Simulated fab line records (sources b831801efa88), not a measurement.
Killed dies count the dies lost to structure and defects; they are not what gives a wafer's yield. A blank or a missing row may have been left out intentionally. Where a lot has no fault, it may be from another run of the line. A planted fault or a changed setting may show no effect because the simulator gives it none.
Which tool did it? -- flow sky130 -- Sampling: 11 lots, 33 wafers, 5 of 708 route steps

WHAT EACH GAUGE READ, for each wafer
SKY_FIELD_ISO_THK_MEAS_04. Usual: FIELD_ISO_CVD_03_THK gives 164.0 nm (standard deviation 1.6).
lot,measured,on,FIELD_ISO_CVD_03_THK (nm),flag
L778,day 1 16:53,film_metro-01,163.3 163.4 163.6,
L779,day 1 19:34,film_metro-02,163.1 163.3 164.5,
L781,day 2 09:10,film_metro-04,163.3 163.4 162.3,
L782,day 2 12:00,film_metro-02,164.7 163.9 164.7,
L785,day 3 02:40,film_metro-02,164.7 164.0 164.1,
L786,day 3 06:12,film_metro-01,163.2 161.7 162.0,
L788,day 3 17:46,film_metro-01,164.4 164.7 165.1,
L791,day 4 08:09,film_metro-04,165.7 165.4 165.8,
L799,day 5 23:19,film_metro-01,163.3 162.1 163.4,
L800,day 6 05:32,film_metro-01,163.9 164.6 164.6,
L801,day 6 09:05,film_metro-04,165.4 165.8 165.5,

SKY_FIELD_ISO_CD_MEAS_13: the cd target is 150 nm. Usual: 149.5 nm for cd_nm, sd 1.7.
lot,measured,on,cd_nm (nm),flag
L778,day 2 07:02,cd_sem-02,149.6 149.1 147.8,
L779,day 2 09:19,cd_sem-01,150.5 151.6 148.8,
L781,day 3 00:31,cd_sem-01,148.9 147.8 148.2,
L782,day 3 03:56,cd_sem-02,148.0 147.1 147.7,
L785,day 3 18:58,cd_sem-02,148.0 147.8 147.3,
L786,day 3 21:38,cd_sem-01,148.6 150.2 147.9,
L788,day 4 10:32,cd_sem-01,149.0 149.1 149.3,
L791,day 5 01:10,cd_sem-02,149.8 150.8 149.2,
L799,day 6 17:38,cd_sem-01,151.0 151.4 151.4,
L800,day 7 00:08,cd_sem-02,149.9 149.7 150.6,
L801,day 7 04:11,cd_sem-02,144.1 146.1 145.7,

SKY_VT_ADJUST_HVTP_CD_MEAS_07: the cd target is 380 nm. Usual: 380.9 nm for cd_nm, sd 2.8.
lot,measured,on,cd_nm (nm),flag
L778,day 6 05:23,cd_sem-01,381.1 382.2 381.3,
L779,day 6 07:34,cd_sem-02,372.7 374.1 373.8,
L781,day 6 23:02,cd_sem-02,382.7 383.5 388.2,
L782,day 7 04:29,cd_sem-02,378.1 378.6 380.9,
L785,day 7 23:50,cd_sem-02,379.7 380.4 379.1,
L786,day 8 05:53,cd_sem-01,384.0 383.7 383.3,
L788,day 8 17:02,cd_sem-01,379.1 380.8 379.2,
L791,day 9 11:38,cd_sem-01,- - -,OFF
L799,day 11 10:31,cd_sem-01,379.7 378.9 380.1,
L800,day 11 18:17,cd_sem-02,381.0 378.4 376.8,
L801,day 12 02:13,cd_sem-02,378.8 377.9 376.5,

SKY_VT_ADJUST_HVTP_TW_MEAS_11. Usual: VT_ADJUST_HVTP_TW gives 1368 (standard deviation 12).
lot,measured,on,VT_ADJUST_HVTP_TW,flag
L778,day 6 05:47,film_metro-03,1376 1376 1376,
L779,day 6 07:58,film_metro-03,1370 1371 1375,
L781,day 6 23:26,film_metro-04,1347 1345 1351,
L782,day 7 04:53,film_metro-03,1379 1369 1372,
L785,day 8 00:15,film_metro-03,1386 1395 1382,
L786,day 8 06:18,film_metro-02,1361 1363 1361,
L788,day 8 17:27,film_metro-04,1352 1352 1356,
L791,day 9 12:01,film_metro-02,30 30 30 30 30 30,OFF
L799,day 11 10:55,film_metro-03,1378 1374 1375,
L800,day 11 18:41,film_metro-02,1362 1358 1364,
L801,day 12 02:37,film_metro-03,1364 1372 1372,

TOOL THAT RAN EACH LOT (tool first, then ch and the chambers of the sampled wafers, then the start)
lot,SKY_VT_ADJUST_HVTP_EXPOSE_04
L778,"iline_stepper-01 ch 0, day 5 20:52"
L779,"iline_stepper-02 ch 0, day 5 22:44"
L781,"iline_stepper-02 ch 0, day 6 14:01"
L782,"iline_stepper-01 ch 0, day 6 19:16"
L785,"iline_stepper-01 ch 0, day 7 14:05"
L786,"iline_stepper-02 ch 0, day 7 20:07"
L788,"iline_stepper-01 ch 0, day 8 07:25"
L791,"iline_stepper-01 ch 0, day 9 01:44"
L799,"iline_stepper-02 ch 0, day 10 23:49"
L800,"iline_stepper-02 ch 0, day 11 06:49"
L801,"iline_stepper-01 ch 0, day 11 13:31"
- SKY_VT_ADJUST_HVTP_EXPOSE_04: exposes mask HVTPM, target cd 380 nm.

WHAT THE TOOLS THEMSELVES READ (means of the sampled wafers that have a number; where no wafer has one, the mark that the record gives instead)
The record holds no such reading with a usual standard deviation.

THE ANSWER, worked out from the rows above alone
Rule: a lot counts as off when the mean over its wafers that have a number is more than 3 standard deviations away from the usual mean. Also off: a lot with no number at a reading for which 4 or more lots have one. All remaining lots with rows at the step are treated as sound. After the gauges, taken in route order, come the tools' own readings; for these a lot's mean is taken, as printed above. The first step at which some lot is off is used, and at that step the reading that is off furthest; a lot without a number counts as furthest.
Off: L791, at SKY_VT_ADJUST_HVTP_CD_MEAS_07 (cd_nm). Without a number there: L791.
If a tool, at a process step before that reading, ran all the lots that are off and no sound lot after the first of them, it fits. Not tried: the gauges at SKY_VT_ADJUST_HVTP_CD_MEAS_07; whatever is off there is also off at SKY_VT_ADJUST_HVTP_TW_MEAS_11, on other tools, and gauge error can't account for it. None of those tried fits.

WHAT WAS PUT IN BY THE SIMULATOR
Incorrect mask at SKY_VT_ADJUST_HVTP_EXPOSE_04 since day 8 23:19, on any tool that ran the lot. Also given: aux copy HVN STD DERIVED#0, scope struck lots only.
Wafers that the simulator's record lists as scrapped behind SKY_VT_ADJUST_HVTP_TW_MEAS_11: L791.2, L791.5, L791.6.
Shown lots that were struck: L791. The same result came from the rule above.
